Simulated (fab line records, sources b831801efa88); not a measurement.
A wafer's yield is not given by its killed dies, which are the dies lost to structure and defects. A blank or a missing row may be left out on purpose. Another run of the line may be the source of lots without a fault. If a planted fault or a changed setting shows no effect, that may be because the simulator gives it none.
fab line records    flow gf180mcu
record lots=5  wafers=15  last_day=34
route steps=602 shown V1@335
lots untouched by any fault: they come from a run of this same line in which no faults occurred
start_h: hours from the record's opening day to when the first of the lot's shown wafers began    wait_h: how many hours have passed since the lot's step before this one    " as in the row above    L1.1+2: a row that stands for several wafers    - value missing, or start not given    * or withheld: withheld    < > ~ a bound
route shown NAME@n: NAME is a module with steps in the file, n the number in the route of the first one    usual: mean/standard deviation of fault-free wafers    same: alike in all rows    chamber/n: place in a boat    sites: readings site by site    _std_site: how widely they spread, as a standard deviation    _edge_site: inner sites' mean taken away from outer sites' mean    radius_mm: how far each site lies from the wafer's centre    mask NAME#n: copy n    behind: the tool/chamber that last shaped the wafer    hold: what put the lot on hold/how long, in hours/how the hold closed    device: the n, p or np transistor that did not switch    end of line: at the end of the route, the tests of the same wafers    a step without rows: its recipe alone    killed: the dies lost at the first sort to structure and to defects; this is not the yield of the wafer    map: a wafer's dies, marking killed ones x, the rest . and places with no die _
set.NAME: setting as actually run; set.NAME@STEP: the setting as run at that earlier step    model.NAME: the simulator's own value behind a step, which no gauge read
lots at selected steps of the route; one table per step, one row per wafer
services: a tool's chamber out of use, with start hour (start_h, from the record's first day; less than 0 if before it), hours out, and reason
## steps
# step GF_V1_CVD_00
# recipe material=SiO2  target_thk_nm=600  sigma_open_frac=0.3  temp_c=400  time_s=100  sih4_flow_sccm=60  pressure_mtorr=6
# step GF_V1_THK_MEAS_01
# recipe reads=SiO2_of_V1_CVD_00
# usual V1_CVD_00_THK=601/5.8
lot.wafer  tool           chamber  start_h  wait_h  V1_CVD_00_THK[nm]
L277.1     film_metro-02  -        386.00   0.0     598
L277.4     "              -        "        "       599
L277.6     "              -        "        "       604
L287.3     film_metro-02  -        479.73   0.1     595
L287.5     "              -        "        "       595
L287.6     "              -        "        "       596
L290.1     film_metro-02  -        503.95   0.0     598
L290.2     "              -        "        "       599
L290.6     "              -        "        "       593
L298.1     film_metro-04  -        565.01   0.0     600
L298.3     "              -        "        "       602
L298.5     "              -        "        "       602
L300.3     film_metro-04  -        583.34   0.1     603
L300.5     "              -        "        "       598
L300.6     "              -        "        "       604
# step GF_V1_CVD_02
# recipe material=SiO2  target_thk_nm=850  precursor=TEOS  temp_c=400  time_s=94.851  rf_w=600
# usual heater_power_w=704/140
lot.wafer  tool      chamber  start_h  wait_h  heater_power_w
L277.1     pecvd-02  1        386.06   0.1     1065
L277.4     "         2        "        "       555
L277.6     "         1        "        "       856
L287.3     pecvd-02  0        479.77   0.0     648
L287.5     "         1        "        "       858
L287.6     "         0        "        "       657
L290.1     pecvd-02  2        504.01   0.1     595
L290.2     "         1        "        "       934
L290.6     "         1        "        "       1003
L298.1     pecvd-01  2        565.07   0.1     916
L298.3     "         1        "        "       570
L298.5     "         2        "        "       932
L300.3     pecvd-02  0        583.38   0.0     557
L300.5     "         2        "        "       707
L300.6     "         0        "        "       610
# step GF_V1_THK_MEAS_03
# recipe reads=SiO2_of_V1_CVD_02
# usual V1_CVD_02_THK=853/11
lot.wafer  tool           chamber  start_h  wait_h  V1_CVD_02_THK[nm]
L277.1     film_metro-03  -        386.13   0.0     851
L277.4     "              -        "        "       861
L277.6     "              -        "        "       870
L287.3     film_metro-04  -        479.86   0.1     851
L287.5     "              -        "        "       878
L287.6     "              -        "        "       853
L290.1     film_metro-02  -        504.08   0.0     829
L290.2     "              -        "        "       843
L290.6     "              -        "        "       862
L298.1     film_metro-03  -        565.14   0.0     831
L298.3     "              -        "        "       829
L298.5     "              -        "        "       846
L300.3     film_metro-02  -        583.47   0.1     838
L300.5     "              -        "        "       850
L300.6     "              -        "        "       854
# step GF_V1_CMP_04
# recipe material=SiO2  down_force_psi=4  platen_rpm=60  pad_velocity_m_s=0.94248
# usual motor_current_A=12.5/0.85  time_to_endpoint_s=84/5.2
lot.wafer  tool    chamber  start_h  wait_h  motor_current_A  time_to_endpoint_s
L277.4     cmp-01  1        386.24   0.1     12.7             92
L277.1     "       2        "        "       11.7             83
L277.6     "       0        "        "       11.7             95
L287.3     cmp-01  0        479.90   0.0     12.3             85
L287.5     "       0        "        "       11.9             92
L287.6     "       1        "        "       13.0             82
L290.1     cmp-02  0        504.14   0.1     12.2             79
L290.2     "       2        "        "       14.3             87
L290.6     "       1        "        "       12.8             93
L298.3     cmp-01  3        565.25   0.1     11.2             75
L298.1     "       1        "        "       13.0             81
L298.5     "       2        "        "       11.0             80
L300.3     cmp-02  1        583.66   0.2     12.4             77
L300.6     "       2        "        "       14.6             85
L300.5     "       3        "        "       13.5             79
# step GF_V1_BOW_MEAS_05
# recipe mode=bow
# usual V1_BOW=80/7.2
lot.wafer  tool           chamber  start_h  wait_h  V1_BOW[um]
L277.1     film_metro-02  -        386.49   0.1     93
L277.4     "              -        "        "       84
L277.6     "              -        "        "       91
L287.3     film_metro-02  -        480.24   0.3     65
L287.5     "              -        "        "       86
L287.6     "              -        "        "       85
L290.1     film_metro-02  -        504.44   0.2     82
L290.2     "              -        "        "       86
L290.6     "              -        "        "       81
L298.1     film_metro-02  -        565.50   0.1     89
L298.3     "              -        "        "       75
L298.5     "              -        "        "       94
L300.3     film_metro-02  -        583.85   0.1     80
L300.5     "              -        "        "       74
L300.6     "              -        "        "       82
# step GF_V1_DEHYDRATE_06
# recipe temp_c=200  time_s=60
# step GF_V1_HMDS_07
# recipe prime_time_s=60  prime_temp_c=120
# step GF_V1_COAT_08
# recipe resist=BARC  temp_c=withheld  time_s=withheld  spin_rpm=withheld  resist_thk_nm=withheld
# step GF_V1_COAT_09
# recipe resist=KrF  spin_rpm=withheld  resist_thk_nm=1018
# step GF_V1_SOFTBAKE_10
# recipe temp_c=130  time_s=60  resist=KrF
# step GF_V1_EXPOSE_11
# recipe mask_id=Via1  target_cd_nm=260  na=0.68  source_shape=conventional  sigma_outer=0.6  dose_mj=38
# step GF_V1_PEB_12
# recipe peb_temp_c=135  peb_time_s=90  resist=KrF
lot.wafer   tool            chamber  start_h  wait_h
L277.1+4+6  litho_track-04  0        410.03   -
L287.3+5+6  litho_track-01  0        503.38   -
L290.1+2+6  litho_track-04  0        526.83   -
L298.1+3+5  litho_track-02  0        587.13   -
L300.3+5+6  litho_track-01  0        604.03   -
# step GF_V1_DEVELOP_13
# recipe develop_time_s=60  resist=KrF  dev_temp_c=21
# step GF_V1_CD_MEAS_14
# recipe target_cd_nm=260
# usual cd_nm=259.9/1.3
lot.wafer  tool       chamber  start_h  wait_h  cd_nm
L277.1     cd_sem-02  -        410.38   0.1     263.1
L277.4     "          -        "        "       263.1
L277.6     "          -        "        "       262.9
L287.3     cd_sem-01  -        503.70   0.1     262.7
L287.5     "          -        "        "       263.5
L287.6     "          -        "        "       263.8
L290.1     cd_sem-02  -        527.18   0.1     260.8
L290.2     "          -        "        "       261.0
L290.6     "          -        "        "       259.0
L298.1     cd_sem-02  -        587.48   0.1     260.5
L298.3     "          -        "        "       260.0
L298.5     "          -        "        "       258.8
L300.3     cd_sem-01  -        604.35   0.1     258.4
L300.5     "          -        "        "       257.9
L300.6     "          -        "        "       259.1
# step GF_V1_OVL_MEAS_15
# usual V1_OVL=2/4.4
lot.wafer  tool        chamber  start_h  wait_h  V1_OVL[nm]
L277.1     overlay-01  -        410.50   0.1     -2
L277.4     "           -        "        "       -2
L277.6     "           -        "        "       0
L287.3     overlay-01  -        503.79   0.1     -1
L287.5     "           -        "        "       -3
L287.6     "           -        "        "       0
L290.1     overlay-01  -        527.30   0.1     -5
L290.2     "           -        "        "       7
L290.6     "           -        "        "       7
L298.1     overlay-01  -        587.60   0.1     -1
L298.3     "           -        "        "       -2
L298.5     "           -        "        "       2
L300.3     overlay-01  -        604.44   0.1     5
L300.5     "           -        "        "       6
L300.6     "           -        "        "       6
# step GF_V1_ETCH_16
# recipe chemistry=N2/H2  target_depth_a=withheld  overetch_a=withheld  time_s=withheld  target=BARC  ion_energy_ev=200  source_w=500  bias_w=100  pressure_mtorr=30  n2_flow_sccm=100  h2_flow_sccm=200
# usual drypump_motor_current_A=5.5/0.44  h2_flow_sccm=199.9/0.57  oes_product_au=0.855/0.0044  throttle_valve_pct=13.224/0.0087
lot.wafer  tool         chamber  start_h  wait_h  drypump_motor_current_A  h2_flow_sccm  oes_product_au  throttle_valve_pct  model.V1.cd_nm
L277.1     rie_diel-02  3        410.53   0.0     5.2                      200.1         0.849           13.214              264.1
L277.4     "            2        "        "       5.8                      199.8         0.857           13.236              263.4
L277.6     "            1        "        "       5.0                      199.6         0.851           13.226              263.3
L287.3     rie_diel-01  0        503.82   0.0     6.0                      200.5         0.857           13.230              263.4
L287.5     "            0        "        "       6.0                      199.8         0.859           13.228              263.7
L287.6     "            1        "        "       5.6                      199.4         0.854           13.219              264.1
L290.1     rie_diel-02  2        527.33   0.0     5.8                      199.2         0.860           13.227              261.2
L290.2     "            0        "        "       4.8                      200.6         0.859           13.229              261.2
L290.6     "            2        "        "       5.8                      200.1         0.856           13.218              259.7
L298.1     rie_diel-02  3        587.64   0.0     5.2                      200.9         0.852           13.226              260.6
L298.3     "            1        "        "       5.0                      200.0         0.853           13.225              258.9
L298.5     "            2        "        "       5.8                      200.5         0.845           13.228              259.1
L300.3     rie_diel-01  2        604.47   0.0     5.2                      200.4         0.845           13.230              258.6
L300.5     "            0        "        "       6.0                      199.9         0.857           13.223              258.2
L300.6     "            1        "        "       5.6                      199.1         0.846           13.234              258.5
# step GF_V1_ETCH_17
# recipe chemistry=C4F8/O2/Ar  mask_material=KrF  target=SiO2  stop_on=TiN  source_w=1500  bias_w=1200  pressure_mtorr=40  c4f8_flow_sccm=withheld  O2_flow_sccm=6  Ar_flow_sccm=300  time_s=withheld  target_depth_a=6300
# usual oes_product_au=0.857/0.0044
lot.wafer  tool         chamber  start_h  wait_h  oes_product_au  model.V1.cd_nm
L277.1     rie_diel-02  3        -        -       0.858           264.8
L277.4     "            2        "        "       0.856           263.4
L277.6     "            1        "        "       0.858           263.7
L287.3     rie_diel-01  0        -        -       0.854           263.2
L287.5     "            0        "        "       0.851           263.7
L287.6     "            1        "        "       0.862           264.2
L290.1     rie_diel-02  2        -        -       0.855           261.3
L290.2     "            0        "        "       0.861           261.6
L290.6     "            2        "        "       0.856           260
L298.1     rie_diel-02  3        -        -       0.856           261.3
L298.3     "            1        "        "       0.849           259.2
L298.5     "            2        "        "       0.851           259.2
L300.3     rie_diel-01  2        -        -       0.861           259
L300.5     "            0        "        "       0.853           258.2
L300.6     "            1        "        "       0.858           258.3
# step GF_V1_STRIP_18
# recipe chemistry=O2/N2  power_w=1400  pressure_mtorr=1500  platen_temp_c=250  o2_flow_sccm=3000  n2_flow_sccm=300  overash_fraction=0.5
# usual drypump_motor_current_A=6.0/0.45  heater_power_w=322/29  oes_product_au=0.600/0.0051
lot.wafer  tool             chamber  start_h  wait_h  drypump_motor_current_A  heater_power_w  oes_product_au  rf_hours_counter_h
L277.1     plasma_asher-04  0        410.66   -       5.5                      320             0.596           81
L277.4     "                1        "        "       5.2                      377             0.595           -
L277.6     "                0        "        "       5.5                      325             0.602           -
L287.3     plasma_asher-03  0        503.98   -       6.1                      359             0.606           -
L287.5     "                1        "        "       6.6                      303             0.603           -
L287.6     "                0        "        "       6.1                      359             0.600           -
L290.1     plasma_asher-03  1        527.46   -       6.6                      300             0.593           43
L290.2     "                0        "        "       6.1                      357             0.600           43
L290.6     "                1        "        "       6.6                      299             0.598           -
L298.1     plasma_asher-02  1        587.77   -       6.2                      301             0.608           80
L298.3     "                0        "        "       6.2                      277             0.616           -
L298.5     "                1        "        "       6.2                      308             0.601           -
L300.3     plasma_asher-04  0        604.63   -       5.5                      349             0.597           -
L300.5     "                1        "        "       5.2                      349             0.606           -
L300.6     "                0        "        "       5.5                      338             0.603           -
## services
tool             chamber  start_h  hours  kind
cmp-01           -        366.76   2.4    repair
pecvd-02         -        368.88   14.0   pm
pecvd-02         0        370.69   3.9    repair
rie_diel-02      2        389.22   15.4   repair
rie_diel-02      0        392.08   4.2    repair
rie_diel-01      1        397.33   5.3    repair
cmp-01           -        404.00   4.0    pm
plasma_asher-04  -        409.18   0.4    repair
pecvd-02         0        409.80   6.4    repair
plasma_asher-04  -        421.25   9.0    pm
cmp-01           -        424.46   5.7    pm
rie_diel-01      -        431.01   2.8    pm
rie_diel-01      0        437.97   9.4    repair
plasma_asher-04  -        438.52   0.9    repair
plasma_asher-04  -        465.11   1.2    repair
plasma_asher-04  -        472.39   0.8    repair
pecvd-02         -        484.82   5.5    pm
cmp-02           -        498.83   1.2    repair
cmp-02           -        500.10   0.4    repair
rie_diel-02      1        509.16   6.1    repair
rie_diel-01      2        522.78   9.4    repair
rie_diel-02      -        526.40   0.7    repair
rie_diel-02      1        528.17   13.7   repair
cmp-02           -        545.42   0.8    repair
## key
first_sign step=GF_V1_CD_MEAS_14  reading=cd_nm  direction=up  sigmas=2.5  usual=259.9  struck=263.3
effect none on later readings
model_effect step=GF_V1_ETCH_16  value=V1.cd_nm  without=260.6  struck=263.7
model_effect step=GF_V1_ETCH_17  value=V1.cd_nm  without=260.6  struck=263.7
met_at GF_V1_PEB_12
struck_wafers L287.3,L287.5,L287.6
fault kind=process_parameter_drift  tool=litho_track-01  chamber=-  onset_h=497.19  steps=GF_V1_PEB_12  channel=peb_time_s  offset=*  shape=step  end_h=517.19  acts_in=*  stated=*
